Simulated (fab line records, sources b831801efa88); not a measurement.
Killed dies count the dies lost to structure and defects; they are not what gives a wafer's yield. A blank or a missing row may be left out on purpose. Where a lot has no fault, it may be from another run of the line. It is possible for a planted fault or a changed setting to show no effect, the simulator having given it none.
A struck lot beside a sound one    flow sky130    22 steps out of a route of 708
Sound: the wafers L526.2, L526.4, L526.5. Struck: wafers L529.2, L529.5. (L529.6 of the same lot was not struck and is left out.) The cause comes at the end.
Each step with rows lists, per side, the tool, then ch with its chambers, then its first start. Under that, the readings that differ: sound wafers    struck wafers    difference of the means    sigmas: that difference in standard deviations of wafers without a fault.
alike: readings with means less than 2 such deviations apart, plus words and numbers identical on both sides. not compared: withheld readings, readings lacking a value on some wafer, bounds such as >300 that could conceal the same value, and numbers that have no deviation in the record and whose values overlap.
A row with sigmas, a row that says differs or no value, or rows on one side alone: a step with any of these is where the two part. When numbers do not overlap yet have no deviation, they are printed without sigmas and do not part them. A reading missing from all wafers of one side parts the sides only when that side holds two or more wafers.

first, 5 steps without rows for these wafers: SKY_POLY_CUT_COAT_03 (resist thk 450 nm); SKY_POLY_CUT_SOFTBAKE_04 (time 90 s); SKY_POLY_CUT_EXPOSE_05 (exposes mask NPCM, target cd 270 nm); SKY_POLY_CUT_PEB_06; SKY_POLY_CUT_DEVELOP_07 (develop time 60 s).
SKY_POLY_CUT_CD_MEAS_08: target cd 270 nm.
  sound: cd_sem-02 at day 25 01:05; struck: cd_sem-02 at day 26 11:51
  alike: cd_nm
SKY_POLY_CUT_OVL_MEAS_09:
  sound: overlay-02 at day 25 01:11; struck: overlay-02 at day 26 11:58
  alike: POLY_CUT_OVL
SKY_POLY_CUT_ETCH_10: etches BARC in N2/H2, stops on SiO2, time 45.9 s, target depth 60 nm.
  sound on rie_diel-04 ch 1,2,3, day 25 01:13; struck on rie_diel-01 ch 2,3, day 26 11:59
  alike: drypump_motor_current_A, oes_product_au, rf_fwd_power_W, throttle_valve_pct
  not compared: rf_hours_counter_h
SKY_POLY_CUT_ETCH_11: etches Si3N4 in CF4/CH2F2/Ar, stops on poly-Si, time 42.5 s, target depth 60 nm.
  sound on rie_diel-04 ch 1,2,3, day 25 01:16; struck on rie_diel-01 ch 2,3, day 26 12:02
reading                sound              struck       difference  sigmas
oes_product_au (a.u.)  0.816 0.828 0.817  0.834 0.837  +0.015      +2
rf_fwd_power_W (W)     596.3 597.8 595.4  592.3 591.9  -4.4        -2
  alike: drypump_motor_current_A, throttle_valve_pct
  not compared: rf_hours_counter_h
SKY_POLY_CUT_STRIP_12: strips in O2/N2.
  sound on plasma_asher-04 ch 0, day 25 01:18; struck on plasma_asher-01 ch 0,1, day 26 12:04
  alike: drypump_motor_current_A, oes_product_au, strip_time_to_endpoint_s
  not compared: rf_hours_counter_h
then, 2 steps without rows for these wafers: SKY_SD_P_DEHYDRATE_00 (time 60 s); SKY_SD_P_HMDS_01 (prime time 60 s).
SKY_SD_P_COAT_02: resist thk 1140 nm.
  sound on litho_track-03 ch 0, day 25 14:47; struck on litho_track-03 ch 0, day 27 02:02
reading                                    sound           struck       difference  sigmas
model.NOVOLAK_of_SD_P_COAT_02.thk_nm (nm)  1146 1147 1146  816.2 814.8  -330.8      
  alike: exhaust_pa
then, 3 steps without rows for these wafers: SKY_SD_P_SOFTBAKE_03 (time 60 s); SKY_SD_P_EXPOSE_04 (exposes mask PSDM, target cd 380 nm); SKY_SD_P_PEB_05.
SKY_SD_P_DEVELOP_06: develop time 60 s.
  sound on litho_track-04 ch 0, day 26 05:47; struck on litho_track-03 ch 0, day 27 16:35
reading                                    sound           struck       difference  sigmas
model.NOVOLAK_of_SD_P_COAT_02.thk_nm (nm)  1146 1147 1146  815.8 814.4  -331.2      
  alike: developer_temp_C, exhaust_pa
SKY_SD_P_CD_MEAS_07: target cd 380 nm.
  sound: cd_sem-02 at day 26 05:56; struck: cd_sem-01 at day 27 16:44
reading     sound              struck       difference  sigmas
cd_nm (nm)  381.8 380.0 381.6  416.2 416.1  +35.0       +14
SKY_SD_P_OVL_MEAS_08:
  sound: overlay-02 at day 26 06:02; struck: overlay-01 at day 27 16:50
  alike: SD_P_OVL
following that, these wafers have no rows for 1 step: SKY_SD_P_IMPLANT_09.
SKY_SD_P_STRIP_10: strips in O2/N2.
  sound on plasma_asher-01 ch 1, day 26 06:13; struck on plasma_asher-04 ch 1, day 27 17:01
reading                       sound              struck       difference  sigmas
oes_product_au (a.u.)         0.617 0.626 0.613  0.584 0.590  -0.032      -6
strip_time_to_endpoint_s (s)  17.55 17.56 17.59  13.78 13.78  -3.79       -99 or more
  alike: drypump_motor_current_A
  not compared: rf_hours_counter_h
SKY_SD_P_TW_MEAS_11:
  sound: film_metro-04 at day 26 06:20; struck: film_metro-02 at day 27 17:08
  alike: SD_P_TW

== WHERE THEY PART ==
At SKY_POLY_CUT_ETCH_11 first; at SKY_SD_P_STRIP_10 last (within this record only). Later steps at which nothing parts them and some readings are alike: SKY_SD_P_TW_MEAS_11.

WHY: whatever the simulator had introduced
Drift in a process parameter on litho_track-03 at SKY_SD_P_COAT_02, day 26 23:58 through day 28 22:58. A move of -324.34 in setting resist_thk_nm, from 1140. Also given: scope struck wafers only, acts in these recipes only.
